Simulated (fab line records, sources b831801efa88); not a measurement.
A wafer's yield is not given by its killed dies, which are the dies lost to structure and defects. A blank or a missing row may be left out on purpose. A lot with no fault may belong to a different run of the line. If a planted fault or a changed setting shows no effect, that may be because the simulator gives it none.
fab line records -- flow sky130
record: lots: 6, wafers: 18, last-day: 49
route steps=708 shown LDD_HVP@280 LDD_LDN@289 PAD_OPEN@708
lots with no fault: from the same line, run without faults
start-h: hours from the record's opening day to when the first of the lot's shown wafers began -- wait-h: time in hours since the lot's previous step -- " the same as in the row above -- L1.1+2: a single row standing in for several wafers -- - no value, or no start given -- * or withheld: withheld -- < > ~ a bound
route shown NAME@n: NAME is a module with steps in the file, n the number in the route of the first one -- usual: average and standard deviation across the fault-free wafers -- same: alike in all rows -- chamber/n: place in a boat -- sites: each site's reading -- _std_site: standard deviation of those values -- _edge_site: outer sites' mean less inner sites' -- radius-mm: how far each site lies from the wafer's centre -- mask NAME#n: copy n -- behind: the most recent tool/chamber to have shaped the wafer -- hold: why the lot went on hold/how many hours it stayed there/how the hold came to an end -- device: the transistor (n, p or np) that didn't switch -- end of line: tests of these same wafers at the route's end -- for a step that has no rows: nothing shown but its recipe -- killed: at the first sort, the dies lost to defects and structure; wafer yield is something else -- map: dies across one wafer; x = killed, . = not, _ = none there
set.NAME: setting as actually run; set.NAME@STEP: the setting as run at that earlier step -- model.NAME: the simulator's own value behind a step, which no gauge read
lots at some steps of the route; a table a step, a row a wafer
services: the hour from which a tool's chamber was out of use, counted from the record's first day as start-h (under 0 if before that day), plus the number of hours and why
== steps ==
step: SKY_LDD_HVP_COAT_02
recipe: resist: NOVOLAK, spin-rpm: 3000, resist-thk-nm: 300
step: SKY_LDD_HVP_SOFTBAKE_03
recipe: temp-c: 90, time-s: 60, resist: NOVOLAK
step: SKY_LDD_HVP_EXPOSE_04
recipe: mask-id: HVPTM, na: 0.6, source-shape: conventional, sigma-outer: 0.6, polarization: unpolarized, target-cd-nm: 700, dose-mj: 86
step: SKY_LDD_HVP_PEB_05
recipe: temp-c: withheld, time-s: *, resist: NOVOLAK
step: SKY_LDD_HVP_DEVELOP_06
recipe: resist: NOVOLAK, developer: TMAH, develop-time-s: 60, dev-temp-c: 23
step: SKY_LDD_HVP_OVL_MEAS_07
usual: LDD_HVP_OVL: -0.6/1.4
lot.wafer,tool,chamber,start-h,wait-h,LDD_HVP_OVL[nm]
L623.1,overlay-02,-,532.63,0.1,-0.8
L623.2,overlay-02,-,532.63,0.1,0.5
L623.3,overlay-02,-,532.63,0.1,-1.3
L629.2,overlay-02,-,588.80,0.1,-3.3
L629.4,overlay-02,-,588.80,0.1,-3.3
L629.6,overlay-02,-,588.80,0.1,-2.9
L630.1,overlay-01,-,596.28,0.1,1.7
L630.3,overlay-01,-,596.28,0.1,2.0
L630.5,overlay-01,-,596.28,0.1,0.2
L637.2,overlay-01,-,645.30,0.1,-1.1
L637.3,overlay-01,-,645.30,0.1,-1.4
L637.5,overlay-01,-,645.30,0.1,-1.5
L638.2,overlay-01,-,656.99,0.1,-0.9
L638.3,overlay-01,-,656.99,0.1,1.6
L638.5,overlay-01,-,656.99,0.1,-0.4
L639.2,overlay-02,-,665.68,0.1,0.2
L639.3,overlay-02,-,665.68,0.1,1.1
L639.5,overlay-02,-,665.68,0.1,0.8
step: SKY_LDD_HVP_IMPLANT_08
recipe: species: B, energy-kev: 20.31, dose-cm2: 1.7e+13, tilt-deg: 17.9
step: SKY_LDD_HVP_STRIP_09
recipe: chemistry: O2/N2, power-w: 1400, pressure-mtorr: 1500, platen-temp-c: withheld, o2-flow-sccm: 3000, n2-flow-sccm: 300, overash-fraction: 0.5
usual: drypump-motor-current-A: 5.7/0.35, oes-product-au: 0.408/0.0041, strip-time-to-endpoint-s: 4.133/0.014
lot.wafer,tool,chamber,start-h,wait-h,drypump-motor-current-A,oes-product-au,rf-hours-counter-h,strip-time-to-endpoint-s
L623.1,plasma-asher-04,1,532.81,0.1,5.1,0.416,83,4.132
L623.2,plasma-asher-04,0,532.81,0.1,5.6,0.401,83,4.148
L623.3,plasma-asher-04,0,532.81,0.1,5.6,0.409,-,4.146
L629.2,plasma-asher-03,0,588.98,0.1,5.5,0.407,41,4.131
L629.4,plasma-asher-03,1,588.98,0.1,5.6,0.409,-,4.149
L629.6,plasma-asher-03,0,588.98,0.1,5.5,0.409,-,4.127
L630.1,plasma-asher-04,1,596.46,0.1,5.1,0.411,90,4.113
L630.3,plasma-asher-04,0,596.46,0.1,5.6,0.412,-,4.125
L630.5,plasma-asher-04,0,596.46,0.1,5.6,0.414,-,4.131
L637.2,plasma-asher-04,1,645.78,0.1,5.1,0.410,94,4.122
L637.3,plasma-asher-04,1,645.78,0.1,5.1,0.411,-,4.119
L637.5,plasma-asher-04,0,645.78,0.1,5.5,0.402,-,4.108
L638.2,plasma-asher-03,0,657.17,0.1,5.5,0.408,47,4.125
L638.3,plasma-asher-03,0,657.17,0.1,5.5,0.410,-,4.141
L638.5,plasma-asher-03,1,657.17,0.1,5.6,0.402,-,4.143
L639.2,plasma-asher-03,1,665.86,0.1,5.6,0.407,48,4.127
L639.3,plasma-asher-03,1,665.86,0.1,5.6,0.415,-,4.161
L639.5,plasma-asher-03,0,665.86,0.1,5.5,0.405,-,4.137
step: SKY_LDD_HVP_TW_MEAS_10
usual: LDD_HVP_TW: 458/3.4
lot.wafer,tool,chamber,start-h,wait-h,LDD_HVP_TW
L623.1,film-metro-01,-,532.91,0.1,459
L623.2,film-metro-01,-,532.91,0.1,458
L623.3,film-metro-01,-,532.91,0.1,456
L629.2,film-metro-01,-,589.09,0.1,456
L629.4,film-metro-01,-,589.09,0.1,457
L629.6,film-metro-01,-,589.09,0.1,455
L630.1,film-metro-01,-,596.56,0.1,458
L630.3,film-metro-01,-,596.56,0.1,457
L630.5,film-metro-01,-,596.56,0.1,461
L637.2,film-metro-01,-,645.89,0.1,467
L637.3,film-metro-01,-,645.89,0.1,462
L637.5,film-metro-01,-,645.89,0.1,464
L638.2,film-metro-01,-,657.28,0.1,457
L638.3,film-metro-01,-,657.28,0.1,457
L638.5,film-metro-01,-,657.28,0.1,455
L639.2,film-metro-01,-,665.97,0.1,456
L639.3,film-metro-01,-,665.97,0.1,461
L639.5,film-metro-01,-,665.97,0.1,461
step: SKY_LDD_LDN_DEHYDRATE_00
recipe: temp-c: 200, time-s: 60
step: SKY_LDD_LDN_HMDS_01
recipe: prime-time-s: 60, prime-temp-c: 120
step: SKY_LDD_LDN_COAT_02
recipe: resist: NOVOLAK, spin-rpm: 3000, resist-thk-nm: 1140
step: SKY_LDD_LDN_SOFTBAKE_03
recipe: temp-c: 90, time-s: 60, resist: NOVOLAK
usual: exhaust-pa: 44.8/0.83, heater-power-total-W: 56.58/0.049, plate-temp-C: 90.02/0.12
lot.wafer,tool,chamber,start-h,wait-h,exhaust-pa,heater-power-total-W,plate-temp-C
L623.1,litho-track-01,0,548.03,0.1,45.0,56.58,90.14
L623.2,litho-track-01,0,548.03,0.1,44.6,56.48,89.97
L623.3,litho-track-01,0,548.03,0.1,44.9,56.59,90.15
L629.2,litho-track-04,0,603.88,0.1,45.7,55.76,89.03
L629.4,litho-track-04,0,603.88,0.1,45.3,55.72,88.97
L629.6,litho-track-04,0,603.88,0.1,45.5,55.63,89.04
L630.1,litho-track-04,0,610.35,0.1,46.1,55.63,88.91
L630.3,litho-track-04,0,610.35,0.1,45.2,55.74,88.84
L630.5,litho-track-04,0,610.35,0.1,46.4,55.65,89.21
L637.2,litho-track-01,0,660.51,0.1,44.0,56.56,89.94
L637.3,litho-track-01,0,660.51,0.1,45.4,56.48,90.12
L637.5,litho-track-01,0,660.51,0.1,44.1,56.60,89.99
L638.2,litho-track-04,0,671.18,0.1,43.9,56.56,89.90
L638.3,litho-track-04,0,671.18,0.1,45.1,56.56,90.04
L638.5,litho-track-04,0,671.18,0.1,44.4,56.57,90.11
L639.2,litho-track-02,0,679.71,0.1,43.8,56.65,89.99
L639.3,litho-track-02,0,679.71,0.1,44.6,56.56,89.82
L639.5,litho-track-02,0,679.71,0.1,45.2,56.54,90.13
step: SKY_LDD_LDN_EXPOSE_04
recipe: mask-id: LDNTM, na: 0.6, source-shape: conventional, sigma-outer: 0.6, polarization: unpolarized, target-cd-nm: 700, dose-mj: 140
step: SKY_PAD_OPEN_PROBE_99
usual: killed_at_M0_to_M3: 43/6.6, killed_at_M4_up: 2.9/1.8, killed-at-contacts: 25/5.3, killed-at-front-end: 15/4.1, killed-at-other: 0.3/0.6, killed-dies: 86/8.8, killed-open: 47/6.7, killed-short: 39/6.2
same: gross-dies: 492, killed-at-back-side: 0
lot.wafer,tool,chamber,start-h,wait-h,killed_at_M0_to_M3,killed_at_M4_up,killed-at-contacts,killed-at-front-end,killed-at-other,killed-dies,killed-open,killed-short
L629.2,prober-02,-,1141.31,0.1,39,3,23,17,1,83,39,44
L629.4,prober-02,-,1141.41,0.2,45,5,26,14,0,90,46,44
L629.6,prober-02,-,1141.51,0.2,40,2,34,12,0,88,51,37
L630.1,prober-01,-,1141.66,0.1,37,1,31,17,2,88,48,38
L630.3,prober-01,-,1141.76,0.2,44,1,35,21,0,101,62,38
L630.5,prober-01,-,1141.86,0.2,59,6,21,16,1,103,60,42
L639.2,prober-02,-,1187.33,0.1,35,3,29,17,1,85,50,35
L639.3,prober-02,-,1187.38,0.2,50,3,26,20,1,100,54,46
L639.5,prober-02,-,1187.48,0.2,55,4,27,13,1,100,52,48
killed by level:class
L629.2 FIELD_ISO:geometric-particle:short=6 LI_CONTACT:geometric-particle:short=6 LI_CONTACT:geometric-particle:open=6 METAL1:geometric-particle:short=6 VIA1:geometric-particle:open=6 CONTACT:geometric-particle:short=5 CONTACT:geometric-particle:open=5 METAL2:geometric-particle:short=5
L629.4 VIA1:geometric-particle:open=10 CONTACT:geometric-particle:open=8 LI_CONTACT:geometric-particle:open=7 FIELD_ISO:geometric-particle:open=5 VIA3:geometric-particle:open=5 VIA2:geometric-particle:open=5 CONTACT:geometric-particle:short=5 VIA2:geometric-particle:short=5
L629.6 VIA1:geometric-particle:open=12 CONTACT:geometric-particle:open=12 LI_CONTACT:geometric-particle:open=10 FIELD_ISO:geometric-particle:open=7 CONTACT:geometric-particle:short=7 LOCAL_INTERCONNECT:geometric-particle:short=4 METAL1:geometric-particle:short=4 VIA1:geometric-particle:short=4
L630.1 VIA1:geometric-particle:open=12 CONTACT:geometric-particle:open=11 CONTACT:geometric-particle:short=8 METAL2:geometric-particle:short=7 FIELD_ISO:geometric-particle:open=5 LI_CONTACT:geometric-particle:open=5 LOCAL_INTERCONNECT:geometric-particle:short=5 METAL1:geometric-particle:short=5
L630.3 CONTACT:geometric-particle:open=16 VIA1:geometric-particle:open=12 FIELD_ISO:geometric-particle:open=11 LOCAL_INTERCONNECT:geometric-particle:short=7 VIA2:geometric-particle:open=7 LI_CONTACT:geometric-particle:open=6 VIA3:geometric-particle:open=6 METAL1:geometric-particle:short=5
L630.5 VIA1:geometric-particle:open=21 VIA3:geometric-particle:open=10 CONTACT:geometric-particle:open=9 CONTACT:geometric-particle:short=6 VIA2:geometric-particle:open=6 FIELD_ISO:geometric-particle:short=5 METAL3:geometric-particle:short=5 METAL4:geometric-particle:short=4
L639.2 CONTACT:geometric-particle:open=13 VIA3:geometric-particle:open=7 VIA1:geometric-particle:open=7 CONTACT:geometric-particle:short=7 LI_CONTACT:geometric-particle:open=6 POLY_GATE:geometric-particle:short=4 POLY_GATE:geometric-particle:open=4 VIA1:geometric-particle:short=4
L639.3 CONTACT:geometric-particle:open=9 VIA1:geometric-particle:open=9 FIELD_ISO:geometric-particle:short=8 LI_CONTACT:geometric-particle:open=8 VIA1:geometric-particle:short=7 FIELD_ISO:geometric-particle:open=6 VIA3:geometric-particle:short=6 VIA3:geometric-particle:open=6
L639.5 VIA2:geometric-particle:open=10 VIA1:geometric-particle:open=10 LI_CONTACT:geometric-particle:open=9 METAL2:geometric-particle:short=7 LOCAL_INTERCONNECT:geometric-particle:short=5 CONTACT:geometric-particle:open=5 CONTACT:geometric-particle:short=5 VIA2:geometric-particle:short=5
== services ==
tool,chamber,start-h,hours,kind
plasma-asher-03,-,624.84,1.1,repair
plasma-asher-03,-,645.32,2.8,pm
== key ==
first-sign: step: SKY_LDD_LDN_SOFTBAKE_03, reading: heater-power-total-W, direction: down, sigmas: 18, usual: *, struck: *
effect: step: SKY_LDD_LDN_SOFTBAKE_03, reading: plate-temp-C, direction: down, sigmas: 8.2, usual: *, struck: *
met-at SKY_LDD_LDN_SOFTBAKE_03
struck-wafers L629.2,L629.4,L629.6,L630.1,L630.3,L630.5
tester-left-out L629,L630
fault: kind: process-parameter-drift, tool: litho-track-04, chamber: -, onset-h: 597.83, steps: SKY_LDD_LDN_SOFTBAKE_03, channel: temp-c, offset: *, shape: step, end-h: 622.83, acts-in: *, stated: *
tester-left-out: of these lots the tester's yield and bins aren't shown, on N5 and GAA mostly nor the transistor test; their killed dies are dies lost to structure and defects alone, not to doping, threshold or leakage, so they don't give the yield
